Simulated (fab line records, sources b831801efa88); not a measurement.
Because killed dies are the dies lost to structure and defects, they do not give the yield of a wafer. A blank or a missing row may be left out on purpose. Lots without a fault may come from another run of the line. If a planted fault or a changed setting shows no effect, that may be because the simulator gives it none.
fab line records ; flow sky130
[record] lots = 5; wafers = 15; lastDay = 50
route steps=708 shown PWDE@84 VT_ADJUST_HVTP@85 VT_ADJUST_LVTN@97
lots with no fault: from the same line, run without faults
startH: the number of hours between the record's first day and the start of the first shown wafer of the lot ; waitH: hours elapsed since this lot's preceding step ; " the same as in the row above ; L1.1+2: one row covering several wafers at once ; - no value, or no start was given ; * or withheld: withheld ; < > ~ a bound
route shown NAME@n: NAME is a module with steps in the file, n the number in the route of the first one ; usual: average and standard deviation across the fault-free wafers ; same: alike in all rows ; chamber/n: place in a boat ; sites: each site's reading ; _std_site: how widely they spread, as a standard deviation ; _edge_site: inner sites' mean taken away from outer sites' mean ; radiusMm: for every site, how far away it sits from the centre of the wafer ; mask NAME#n: copy n ; behind: the tool/chamber that last shaped the wafer ; hold: why the lot was held/for how many hours/how that ended ; device: whichever transistor did not switch (one of n, p or np) ; end of line: the route-end tests of the same wafers ; a step given without rows: its recipe and nothing more ; killed: the dies lost at the first sort to structure and to defects; this is not the yield of the wafer ; map: per-die view of a wafer (x killed, . not killed, _ where there is no die)
set.NAME: the setting the step ran with; set.NAME@STEP: the setting that earlier step ran with ; model.NAME: the simulator's own value behind a step, which no gauge read
lots seen at some steps along the route; tables by step, rows by wafer
services: a tool's chamber out of use, with start hour (startH, from the record's first day; less than 0 if before it), hours out, and reason
[[steps]]
[step SKY_NWELL_RS_MEAS_31]
[recipe] thkMeasGauge = four-point-probe
[usual] PWDE_RS = 5274/17
lot.wafer;tool;chamber;startH;waitH;PWDE_RS[ohm/sq]
L287.1;filmMetro-03;-;112.71;0.1;5271
L287.2;filmMetro-03;-;112.71;0.1;5294
L287.6;filmMetro-03;-;112.71;0.1;5263
L293.2;filmMetro-02;-;143.44;0.1;5281
L293.5;filmMetro-02;-;143.44;0.1;5295
L293.6;filmMetro-02;-;143.44;0.1;5298
L299.1;filmMetro-02;-;181.32;0.1;5279
L299.4;filmMetro-02;-;181.32;0.1;5276
L299.6;filmMetro-02;-;181.32;0.1;5252
L306.3;filmMetro-02;-;226.10;0.1;5244
L306.4;filmMetro-02;-;226.10;0.1;5255
L306.6;filmMetro-02;-;226.10;0.1;5254
L307.3;filmMetro-01;-;231.51;0.1;5274
L307.4;filmMetro-01;-;231.51;0.1;5264
L307.6;filmMetro-01;-;231.51;0.1;5264
[step SKY_VT_ADJUST_HVTP_DEHYDRATE_00]
[recipe] tempC = 200; timeS = 60
[step SKY_VT_ADJUST_HVTP_HMDS_01]
[recipe] primeTimeS = 60; primeTempC = 120
[step SKY_VT_ADJUST_HVTP_COAT_02]
[recipe] resist = NOVOLAK; spinRpm = 3000; resistThkNm = 1140
[step SKY_VT_ADJUST_HVTP_SOFTBAKE_03]
[recipe] tempC = 90.96; timeS = 60; resist = NOVOLAK
[step SKY_VT_ADJUST_HVTP_EXPOSE_04]
[recipe] maskId = HVTPM; na = 0.6; sourceShape = conventional; sigmaOuter = 0.6; polarization = unpolarized; targetCdNm = 380; doseMj = 140
[step SKY_VT_ADJUST_HVTP_PEB_05]
[recipe] tempC = withheld; timeS = *; resist = NOVOLAK
[step SKY_VT_ADJUST_HVTP_DEVELOP_06]
[recipe] resist = NOVOLAK; developer = TMAH; developTimeS = 60; devTempC = 23
[step SKY_VT_ADJUST_HVTP_CD_MEAS_07]
[recipe] targetCdNm = 380
[usual] cdNm = 379.4/2.9
lot.wafer;tool;chamber;startH;waitH;cdNm
L287.1;cdSem-02;-;131.43;0.1;378.4
L287.2;cdSem-02;-;131.43;0.1;377.5
L287.6;cdSem-02;-;131.43;0.1;378.4
L293.2;cdSem-02;-;163.00;0.1;382.7
L293.5;cdSem-02;-;163.00;0.1;382.1
L293.6;cdSem-02;-;163.00;0.1;383.8
L299.1;cdSem-01;-;202.67;0.1;381.9
L299.4;cdSem-01;-;202.67;0.1;383.8
L299.6;cdSem-01;-;202.67;0.1;381.2
L306.3;cdSem-02;-;248.82;0.1;380.3
L306.4;cdSem-02;-;248.82;0.1;382.6
L306.6;cdSem-02;-;248.82;0.1;381.1
L307.3;cdSem-02;-;254.47;0.1;377.6
L307.4;cdSem-02;-;254.47;0.1;380.0
L307.6;cdSem-02;-;254.47;0.1;380.8
[step SKY_VT_ADJUST_HVTP_OVL_MEAS_08]
[usual] VT_ADJUST_HVTP_OVL = -0.6/1.4
lot.wafer;tool;chamber;startH;waitH;VT_ADJUST_HVTP_OVL[nm]
L287.1;overlay-02;-;131.55;0.1;2.3
L287.2;overlay-02;-;131.55;0.1;1.1
L287.6;overlay-02;-;131.55;0.1;-0.3
L293.2;overlay-01;-;163.11;0.1;-1.5
L293.5;overlay-01;-;163.11;0.1;-0.5
L293.6;overlay-01;-;163.11;0.1;-1.1
L299.1;overlay-02;-;202.79;0.1;-0.7
L299.4;overlay-02;-;202.79;0.1;-0.8
L299.6;overlay-02;-;202.79;0.1;-2.5
L306.3;overlay-01;-;248.91;0.1;0.4
L306.4;overlay-01;-;248.91;0.1;0.6
L306.6;overlay-01;-;248.91;0.1;1.4
L307.3;overlay-01;-;254.56;0.1;0.1
L307.4;overlay-01;-;254.56;0.1;-0.7
L307.6;overlay-01;-;254.56;0.1;-0.5
[step SKY_VT_ADJUST_HVTP_IMPLANT_09]
[recipe] species = As; energyKev = 150; doseCm2 = 4.3e+12; tiltDeg = withheld
[step SKY_VT_ADJUST_HVTP_STRIP_10]
[recipe] chemistry = O2/N2; powerW = 1400; pressureMtorr = 1500; platenTempC = withheld; o2FlowSccm = 3000; n2FlowSccm = 300; overashFraction = 0.5
[usual] drypumpMotorCurrentA = 5.4/0.44; o2FlowSccm = 3001/7.6; oesProductAu = 0.716/0.0045; stripTimeToEndpointS = 14.17/0.036
[same] overashFraction = 0.5
lot.wafer;tool;chamber;startH;waitH;drypumpMotorCurrentA;o2FlowSccm;oesProductAu;rfHoursCounterH;stripTimeToEndpointS;model.NOVOLAK_of_VT_ADJUST_HVTP_COAT_02.thkNm
L287.1;plasmaAsher-04;0;131.74;0.1;5.0;3001;0.705;45;14.14;0
L287.2;plasmaAsher-04;1;131.74;0.1;5.4;2997;0.711;45;14.13;0
L287.6;plasmaAsher-04;1;131.74;0.1;5.5;3004;0.723;-;14.15;0
L293.2;plasmaAsher-04;1;163.29;0.1;5.4;2993;0.722;48;14.17;0
L293.5;plasmaAsher-04;1;163.29;0.1;5.5;3001;0.713;-;14.16;0
L293.6;plasmaAsher-04;0;163.29;0.1;5.0;3005;0.715;-;14.20;0
L299.1;plasmaAsher-04;1;202.97;0.1;5.4;2997;0.933;52;-;379.5
L299.4;plasmaAsher-04;0;202.97;0.1;5.0;2994;0.944;-;-;381.3
L299.6;plasmaAsher-04;0;202.97;0.1;5.0;2985;0.938;-;-;380
L306.3;plasmaAsher-02;0;249.12;0.1;6.5;3006;0.718;-;14.17;0
L306.4;plasmaAsher-02;1;249.12;0.1;5.5;2999;0.715;-;14.13;0
L306.6;plasmaAsher-02;0;249.12;0.1;6.4;2999;0.728;-;14.14;0
L307.3;plasmaAsher-02;1;254.77;0.1;5.5;3005;0.711;-;14.12;0
L307.4;plasmaAsher-02;0;254.77;0.1;6.5;3000;0.713;-;14.18;0
L307.6;plasmaAsher-02;0;254.77;0.1;6.4;2986;0.726;-;14.13;0
[step SKY_VT_ADJUST_HVTP_TW_MEAS_11]
[usual] VT_ADJUST_HVTP_TW = 1353/12
lot.wafer;tool;chamber;startH;waitH;VT_ADJUST_HVTP_TW
L287.1;filmMetro-03;-;131.84;0.1;1349
L287.2;filmMetro-03;-;131.84;0.1;1345
L287.6;filmMetro-03;-;131.84;0.1;1341
L293.2;filmMetro-02;-;163.40;0.1;1341
L293.5;filmMetro-02;-;163.40;0.1;1345
L293.6;filmMetro-02;-;163.40;0.1;1347
L299.1;filmMetro-02;-;203.07;0.1;1346
L299.4;filmMetro-02;-;203.07;0.1;1349
L299.6;filmMetro-02;-;203.07;0.1;1346
L306.3;filmMetro-02;-;249.21;0.1;1346
L306.4;filmMetro-02;-;249.21;0.1;1343
L306.6;filmMetro-02;-;249.21;0.1;1348
L307.3;filmMetro-02;-;254.85;0.1;1348
L307.4;filmMetro-02;-;254.85;0.1;1350
L307.6;filmMetro-02;-;254.85;0.1;1342
[step SKY_VT_ADJUST_LVTN_DEHYDRATE_00]
[recipe] tempC = 200; timeS = 60
[step SKY_VT_ADJUST_LVTN_HMDS_01]
[recipe] primeTimeS = 60; primeTempC = 120
[step SKY_VT_ADJUST_LVTN_COAT_02]
[recipe] spinRpm = 2000; resistThkNm = 3000
[step SKY_VT_ADJUST_LVTN_SOFTBAKE_03]
[recipe] tempC = 110; timeS = withheld
[step SKY_VT_ADJUST_LVTN_EXPOSE_04]
[recipe] maskId = NWM_COMPLEMENT_LESS_NATIVE; na = 0.6; sourceShape = conventional; sigmaOuter = 0.6; polarization = unpolarized; targetCdNm = 840; doseMj = 194
[step SKY_VT_ADJUST_LVTN_PEB_05]
[recipe] tempC = 115; timeS = withheld
[step SKY_VT_ADJUST_LVTN_DEVELOP_06]
[recipe] wallAngleDeg = 90; developer = TMAH; developTimeS = 60; devTempC = 23
[step SKY_VT_ADJUST_LVTN_OVL_MEAS_07]
[usual] VT_ADJUST_LVTN_OVL = 0.7/1.3
lot.wafer;tool;chamber;startH;waitH;VT_ADJUST_LVTN_OVL[nm]
L287.1;overlay-01;-;150.84;-;1.5
L287.2;overlay-01;-;150.84;-;1.5
L287.6;overlay-01;-;150.84;-;-1.2
L293.2;overlay-02;-;183.92;-;2.2
L293.5;overlay-02;-;183.92;-;1.1
L293.6;overlay-02;-;183.92;-;1.8
L299.1;overlay-02;-;225.02;-;-1.7
L299.4;overlay-02;-;225.02;-;0.1
L299.6;overlay-02;-;225.02;-;-1.0
L306.3;overlay-02;-;272.84;-;1.2
L306.4;overlay-02;-;272.84;-;0.8
L306.6;overlay-02;-;272.84;-;3.4
L307.3;overlay-01;-;278.53;-;-0.4
L307.4;overlay-01;-;278.53;-;0.5
L307.6;overlay-01;-;278.53;-;-0.5
[step SKY_VT_ADJUST_LVTN_IMPLANT_08]
[recipe] species = B; energyKev = 30; doseCm2 = 1.57e+12; tiltDeg = withheld
[step SKY_VT_ADJUST_LVTN_STRIP_09]
[recipe] chemistry = O2/N2; powerW = 1400; pressureMtorr = 1500; platenTempC = withheld; o2FlowSccm = 3000; n2FlowSccm = 300; overashFraction = 0.5
[usual] drypumpMotorCurrentA = 5.6/0.65; o2FlowSccm = 3001/9.3; oesProductAu = 0.722/0.0044; stripTimeToEndpointS = 36.94/0.12
[same] overashFraction = 0.5
lot.wafer;tool;chamber;startH;waitH;drypumpMotorCurrentA;o2FlowSccm;oesProductAu;rfHoursCounterH;stripTimeToEndpointS
L287.1;plasmaAsher-03;1;151.02;0.1;4.9;2983;0.721;34;36.83
L287.2;plasmaAsher-03;0;151.02;0.1;6.5;2996;0.727;34;36.75
L287.6;plasmaAsher-03;0;151.02;0.1;6.5;3011;0.720;-;36.86
L293.2;plasmaAsher-02;0;184.10;0.1;6.4;3000;0.728;47;37.18
L293.5;plasmaAsher-02;0;184.10;0.1;6.5;2988;0.723;-;37.03
L293.6;plasmaAsher-02;1;184.10;0.1;5.5;3007;0.721;-;37.11
L299.1;plasmaAsher-02;1;225.20;0.1;5.5;3000;0.723;51;42.41
L299.4;plasmaAsher-02;1;225.20;0.1;5.5;3000;0.720;-;42.40
L299.6;plasmaAsher-02;0;225.20;0.1;6.4;3002;0.724;-;42.40
L306.3;plasmaAsher-01;1;273.05;0.1;5.6;3005;0.719;-;36.95
L306.4;plasmaAsher-01;0;273.05;0.1;4.9;2998;0.722;-;36.92
L306.6;plasmaAsher-01;1;273.05;0.1;5.6;3011;0.720;-;37.05
L307.3;plasmaAsher-03;0;278.74;0.1;6.5;3001;0.720;-;36.83
L307.4;plasmaAsher-03;1;278.74;0.1;5.0;2994;0.716;-;36.90
L307.6;plasmaAsher-03;1;278.74;0.1;4.9;2988;0.721;-;36.93
[step SKY_VT_ADJUST_LVTN_TW_MEAS_10]
[usual] VT_ADJUST_LVTN_TW = 242.5/2.2
lot.wafer;tool;chamber;startH;waitH;VT_ADJUST_LVTN_TW
L287.1;filmMetro-04;-;151.12;0.1;245.1
L287.2;filmMetro-04;-;151.12;0.1;245.8
L287.6;filmMetro-04;-;151.12;0.1;244.3
L293.2;filmMetro-04;-;184.21;0.1;244.6
L293.5;filmMetro-04;-;184.21;0.1;243.9
L293.6;filmMetro-04;-;184.21;0.1;243.9
L299.1;filmMetro-03;-;225.30;0.1;29.9
L299.4;filmMetro-03;-;225.30;0.1;29.9
L299.6;filmMetro-03;-;225.30;0.1;29.8
L306.3;filmMetro-03;-;273.13;0.1;240.2
L306.4;filmMetro-03;-;273.13;0.1;241.1
L306.6;filmMetro-03;-;273.13;0.1;240.8
L307.3;filmMetro-04;-;278.82;0.1;244.4
L307.4;filmMetro-04;-;278.82;0.1;246.0
L307.6;filmMetro-04;-;278.82;0.1;245.7
[step SKY_VT_ADJUST_LVTN_DEHYDRATE_11]
[recipe] tempC = 200; timeS = 60
[[services]]
tool;chamber;startH;hours;kind
plasmaAsher-01;-;108.75;9.0;pm
plasmaAsher-01;0;108.75;9.0;ventCycle
plasmaAsher-01;1;108.75;9.0;ventCycle
plasmaAsher-03;-;114.78;2.1;repair
plasmaAsher-01;0;117.75;-;clean
plasmaAsher-01;1;117.75;-;clean
plasmaAsher-02;-;144.39;1.7;repair
plasmaAsher-02;-;174.23;2.8;pm
plasmaAsher-04;-;175.02;4.3;repair
plasmaAsher-04;-;187.30;2.8;pm
plasmaAsher-01;-;194.78;11.0;repair
plasmaAsher-02;-;204.79;1.5;repair
plasmaAsher-03;-;271.22;1.3;repair
[[key]]
[firstSign] step = SKY_VT_ADJUST_HVTP_STRIP_10; reading = oesProductAu; direction = up; sigmas = 49; usual = 0.716; struck = 0.938
[effect] step = SKY_VT_ADJUST_LVTN_STRIP_09; reading = stripTimeToEndpointS; direction = up; sigmas = 46; usual = *; struck = *
[effect] step = SKY_VT_ADJUST_LVTN_TW_MEAS_10; reading = VT_ADJUST_LVTN_TW; direction = down; sigmas = 97; usual = 242.5; struck = 29.8
[modelEffect] step = SKY_VT_ADJUST_HVTP_STRIP_10; value = NOVOLAK_of_VT_ADJUST_HVTP_COAT_02.thkNm; without = 0; struck = 380.2
metAt SKY_VT_ADJUST_HVTP_STRIP_10
struckWafers L299.1,L299.4,L299.6
sortLeftOut L299.1,L299.4,L299.6
testerLeftOut L299
onsetBetween 163.29 202.97
[fault] kind = stripAborted; tool = plasmaAsher-04; chamber = -; onsetH = 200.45; steps = SKY_VT_ADJUST_HVTP_STRIP_10; offset = 0.6052; endH = 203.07
// testerLeftOut: of these lots the tester's yield and bins aren't shown, on N5 and GAA mostly nor the transistor test; their killed dies are dies lost to structure and defects alone, not to doping, threshold or leakage, so they don't give the yield
// sortLeftOut: the simulated sort isn't trusted on such a fault, so these wafers' sort isn't shown, and their yield isn't known
